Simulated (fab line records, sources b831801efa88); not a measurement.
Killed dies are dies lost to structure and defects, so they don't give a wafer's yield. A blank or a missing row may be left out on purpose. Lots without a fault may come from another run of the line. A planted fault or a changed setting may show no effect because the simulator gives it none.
Which tool did it? | flow gf180mcu | 12 lots, 36 wafers sampled, at 4 steps of a route of 602

WHAT THE GAUGES READ, wafer by wafer
GF_HV_LDD_RS_MEAS_53: measures by four-point-probe.
lot  | measured     | on            | HV_LDD_RS (ohm/sq)
L108 | day 12 03:51 | film_metro-03 | 418.6 418.1 418.7
L109 | day 12 07:10 | film_metro-01 | 418.9 419.2 418.8
L113 | day 13 13:28 | film_metro-04 | 417.7 418.6 416.9
L116 | day 15 01:57 | film_metro-04 | 422.5 422.8 423.4
L118 | day 15 21:35 | film_metro-03 | 424.0 423.7 424.2
L121 | day 17 07:01 | film_metro-03 | 417.6 418.3 418.9
L126 | day 18 21:40 | film_metro-01 | 419.4 418.1 417.2
L125 | day 18 22:55 | film_metro-03 | 420.5 420.8 421.2
L127 | day 19 05:25 | film_metro-03 | 419.9 419.8 420.9
L128 | day 19 12:04 | film_metro-04 | 418.0 417.1 417.3
L130 | day 19 19:28 | film_metro-01 | 418.5 418.1 416.9
L131 | day 20 12:33 | film_metro-04 | 419.1 418.9 417.8

GF_V4_BOW_MEAS_05.
lot  | measured     | on            | V4_BOW (um)
L108 | day 23 01:29 | film_metro-03 | 153 149 135
L109 | day 23 05:54 | film_metro-03 | 144 150 155
L113 | day 24 17:21 | film_metro-01 | 134 131 134
L116 | day 26 07:57 | film_metro-04 | 145 131 140
L118 | day 27 01:07 | film_metro-03 | 122 138 142
L121 | day 28 07:01 | film_metro-04 | 141 155 139
L126 | day 29 11:56 | film_metro-01 | 115 123 108
L125 | day 29 15:22 | film_metro-03 | 111 124 124
L127 | day 29 21:47 | film_metro-01 | 128 131 135
L128 | day 30 01:55 | film_metro-03 | 137 128 132
L130 | day 30 07:04 | film_metro-04 | 140 136 137
L131 | day 30 20:50 | film_metro-01 | 125 140 136

WHICH TOOL RAN EACH LOT (tool, then ch and the chambers of the sampled wafers, then the start)
lot  | GF_HV_LDD_IMPLANT_09            | GF_M3_SPUTTER_01
L108 | implanter-02 ch 0, day 9 20:37  | pvd_sputter-01, day 19 21:50
L109 | implanter-03 ch 0, day 9 22:47  | pvd_sputter-01, day 20 03:07
L113 | implanter-01 ch 0, day 11 02:58 | pvd_sputter-01, day 21 16:20
L116 | implanter-02 ch 0, day 12 12:37 | pvd_sputter-04, day 23 08:23
L118 | implanter-02 ch 0, day 13 06:04 | pvd_sputter-03, day 24 03:08
L121 | implanter-03 ch 0, day 14 13:29 | pvd_sputter-03, day 25 12:46
L126 | implanter-02 ch 0, day 15 23:56 | pvd_sputter-01, day 26 22:46
L125 | implanter-03 ch 0, day 16 00:35 | pvd_sputter-03, day 27 01:38
L127 | implanter-03 ch 0, day 16 06:50 | pvd_sputter-04, day 27 07:17
L128 | implanter-02 ch 0, day 16 12:08 | pvd_sputter-03, day 27 11:48
L130 | implanter-01 ch 0, day 16 20:08 | pvd_sputter-03, day 27 17:43
L131 | implanter-03 ch 0, day 17 11:49 | pvd_sputter-03, day 28 08:40
- GF_HV_LDD_IMPLANT_09
- GF_M3_SPUTTER_01: material TiN, target thk 30 nm, time 25 s.

WHAT THE TOOLS THEMSELVES READ (means of the sampled wafers that have a number; where no wafer has one, the mark that the record gives instead)
GF_HV_LDD_IMPLANT_09.
lot  | tool         | dose_ions_cm2 | end_station_pressure_torr (Torr)
L108 | implanter-02 | 9.9933e+13    | 5.75e-06
L109 | implanter-03 | 1.0004e+14    | 5.51e-06
L113 | implanter-01 | 1.0008e+14    | 5.65e-06
L116 | implanter-02 | 9.7343e+13    | 5.65e-06
L118 | implanter-02 | 9.7337e+13    | 5.55e-06
L121 | implanter-03 | 1.0014e+14    | 5.28e-06
L126 | implanter-02 | 9.9970e+13    | 5.34e-06
L125 | implanter-03 | 1.0016e+14    | 5.46e-06
L127 | implanter-03 | 9.9913e+13    | 5.45e-06
L128 | implanter-02 | 1.0006e+14    | 5.46e-06
L130 | implanter-01 | 1.0001e+14    | 5.57e-06
L131 | implanter-03 | 9.9957e+13    | 5.45e-06

GF_M3_SPUTTER_01.
lot  | tool           | chamber_pressure_pa (Pa) | throttle_valve_pct (%)
L108 | pvd_sputter-01 | 0.4005                   | 30.0
L109 | pvd_sputter-01 | 0.4003                   | 31.8
L113 | pvd_sputter-01 | 0.3998                   | 29.4
L116 | pvd_sputter-04 | 0.4002                   | 29.5
L118 | pvd_sputter-03 | 0.3999                   | 30.2
L121 | pvd_sputter-03 | 0.3997                   | 29.4
L126 | pvd_sputter-01 | 0.4004                   | 29.4
L125 | pvd_sputter-03 | 0.3997                   | 29.4
L127 | pvd_sputter-04 | 0.4005                   | 30.1
L128 | pvd_sputter-03 | 0.3996                   | 29.4
L130 | pvd_sputter-03 | 0.4009                   | 28.9
L131 | pvd_sputter-03 | 0.3998                   | 28.9

THE ANSWER, worked out from the rows above alone
Rule: what is usual is taken from the lots themselves. Put in order of their means at a reading, lots are off if they are a third of the lots or fewer, leave a main group of 4 or more, and stand apart from it by a gap of 3 or more times the standard deviation of the main group's means; of several such gaps the widest counts. A main group whose means are all the same, to the digits that the tables above print for the reading, isn't used. A lot without any number at a reading at which 4 lots or more have one is off too. The other lots that the step has rows for count as sound. The gauges are gone through in route order, then the tools' own readings, and for those a lot's mean is taken as printed above. The first step at which some lot is off is used, and at that step the reading that is off furthest; a lot without a number counts as furthest.
Off: L116, L118, at GF_HV_LDD_IMPLANT_09 (dose_ions_cm2). The main group: mean 1.0003e+14, standard deviation 8e+10.
A tool fits if, at that step or a process step before it, it ran every lot that is off, and no sound lot after the first of them. None of those tried fits.

WHAT THE SIMULATOR HAD PUT IN
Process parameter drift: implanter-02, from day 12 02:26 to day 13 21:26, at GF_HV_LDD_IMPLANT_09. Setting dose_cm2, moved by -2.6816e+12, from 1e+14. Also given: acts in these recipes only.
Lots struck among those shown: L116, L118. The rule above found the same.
